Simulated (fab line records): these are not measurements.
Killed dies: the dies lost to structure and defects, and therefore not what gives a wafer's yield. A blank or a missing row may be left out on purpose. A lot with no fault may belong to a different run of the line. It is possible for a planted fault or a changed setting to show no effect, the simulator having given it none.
Chamber matching	flow sky130	4 sister chambers for SKY_PAD_OPEN_ETCH_07 on rie_diel-03
The step etches the open film in CF4/O2, stops on AlCu, target depth 725 nm, time 156.8 s. 22 wafers are shown with their chamber, then 11 later ones without.

WAFERS WITH THEIR CHAMBER
wafer	chamber	throttle_valve_pct (%)	oes_product_au (a.u.)
L075.2	1	5.970	1.002
L075.4	0	5.974	0.995
L075.5	1	5.960	0.998
L080.1	2	5.982	0.995
L080.4	0	5.961	0.995
L080.6	1	5.975	0.998
L085.4	3	5.985	0.999
L085.5	1	5.962	0.995
L085.6	2	5.972	1.000
L086.1	1	5.972	0.990
L086.2	2	5.987	0.985
L086.3	3	5.978	0.995
L090.1	2	5.981	0.987
L090.2	0	5.981	0.975
L090.3	1	5.975	0.987
L088.2	3	5.961	0.978
L088.3	0	5.967	0.981
L088.6	3	5.959	0.992
L091.1	0	5.964	0.984
L091.2	3	5.971	0.991
L091.3	2	5.967	0.994
L091.4	1	5.960	0.992

SIGNATURES, as means of the wafers listed above
reading	chamber 0	chamber 1	chamber 2	chamber 3	scatter within a chamber
throttle_valve_pct	5.96940	5.96771	5.97780	5.97080	0.00848
oes_product_au	0.98600	0.99457	0.99220	0.99100	0.00698
Rule: for a wafer and a chamber, the distance is found by dividing, reading by reading, the gap between the wafer's reading and the chamber's mean by the reading's scatter, squaring, summing and taking the root. The wafer belongs to the nearest chamber; if the next one is less than 2 further off, it can't be placed. The scatter: the root of (the sum of the squares of (reading less its chamber's mean) over the shown wafers, divided by (wafers less chambers)).

WAFERS WITH NO CHAMBER GIVEN
wafer	throttle_valve_pct (%)	oes_product_au (a.u.)
L091.5	5.973	0.998
L091.6	5.981	0.989
L093.1	5.957	0.974
L093.2	5.951	0.990
L093.3	5.971	0.985
L093.4	5.968	0.990
L093.5	5.969	0.995
L093.6	5.979	0.990
L097.1	5.980	0.998
L097.3	5.945	0.986
L097.6	5.975	0.993

EACH ONE'S CHAMBER
wafer	from the rows above	in truth
L091.5	can't be placed: 1 or 2 or 3 or 0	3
L091.6	can't be placed: 2 or 3 or 0 or 1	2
L093.1	can't be placed: 0 or 3 or 1 or 2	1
L093.2	can't be placed: 1 or 0 or 3 or 2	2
L093.3	can't be placed: 0 or 3 or 2 or 1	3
L093.4	can't be placed: 3 or 0 or 1 or 2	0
L093.5	can't be placed: 1 or 3 or 2 or 0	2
L093.6	can't be placed: 2 or 3 or 0 or 1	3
L097.1	can't be placed: 2 or 3 or 1 or 0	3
L097.3	can't be placed: 0 or 1 or 3 or 2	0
L097.6	can't be placed: 2 or 3 or 1 or 0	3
0 of 11 placed correctly. Cannot be placed on the basis of these rows: 11; the candidates contain the true chamber in 11. 0 placed wrongly.
